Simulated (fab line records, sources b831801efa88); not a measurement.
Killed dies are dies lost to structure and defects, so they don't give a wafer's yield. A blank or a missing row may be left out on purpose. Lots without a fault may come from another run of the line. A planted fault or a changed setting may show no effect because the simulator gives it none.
Which tool did it? | flow gf180mcu | 6 lots, 18 wafers sampled, at 3 steps of a route of 602

WHAT THE GAUGES READ, wafer by wafer
GF_V2_THK_MEAS_01.
lot  | measured     | on            | V2_CVD_00_THK (nm)
L821 | day 19 17:29 | film_metro-04 | 590 589 597
L823 | day 20 11:34 | film_metro-04 | 603 594 606
L827 | day 22 01:18 | film_metro-04 | 583 586 588
L831 | day 23 06:56 | film_metro-01 | 618 610 615
L837 | day 25 16:47 | film_metro-02 | 594 598 596
L842 | day 26 20:50 | film_metro-02 | 595 597 601

WHICH TOOL RAN EACH LOT (tool, then ch and the chambers of the sampled wafers, then the start)
lot  | GF_CONTACT_STRIP_18                  | GF_CONTACT_CMP_27
L821 | plasma_asher-02 ch 0,1, day 16 12:05 | cmp-01 ch 0,2,3, day 16 12:47
L823 | plasma_asher-04 ch 0,1, day 17 04:29 | cmp-02 ch 1,2, day 17 05:17
L827 | plasma_asher-02 ch 0,1, day 18 19:40 | cmp-02 ch 0,1,3, day 18 20:25
L831 | plasma_asher-02 ch 0,1, day 20 02:02 | cmp-02 ch 0,2,3, day 20 03:04
L837 | plasma_asher-01 ch 0,1, day 22 17:05 | cmp-02 ch 1,2,3, day 22 17:49
L842 | plasma_asher-01 ch 0,1, day 24 00:33 | cmp-01 ch 0,2,3, day 24 01:21
- GF_CONTACT_STRIP_18: strips in O2/N2.
- GF_CONTACT_CMP_27: polishes, stops on SiO2, t overpolish 15 s, target thk 0 nm.

THE ANSWER, worked out from the rows above alone
Rule: what is usual is taken from the lots themselves. Put in order of their means at a reading, lots are off if they are a third of the lots or fewer, leave a main group of 4 or more, and stand apart from it by a gap of 3 or more times the standard deviation of the main group's means; of several such gaps the widest counts. A main group whose means are all the same, to the digits that the tables above print for the reading, isn't used. A lot without any number at a reading at which 4 lots or more have one is off too. The other lots that the step has rows for count as sound.
No lot is off at any reading shown: from this, nothing can be told.

WHAT THE SIMULATOR HAD PUT IN
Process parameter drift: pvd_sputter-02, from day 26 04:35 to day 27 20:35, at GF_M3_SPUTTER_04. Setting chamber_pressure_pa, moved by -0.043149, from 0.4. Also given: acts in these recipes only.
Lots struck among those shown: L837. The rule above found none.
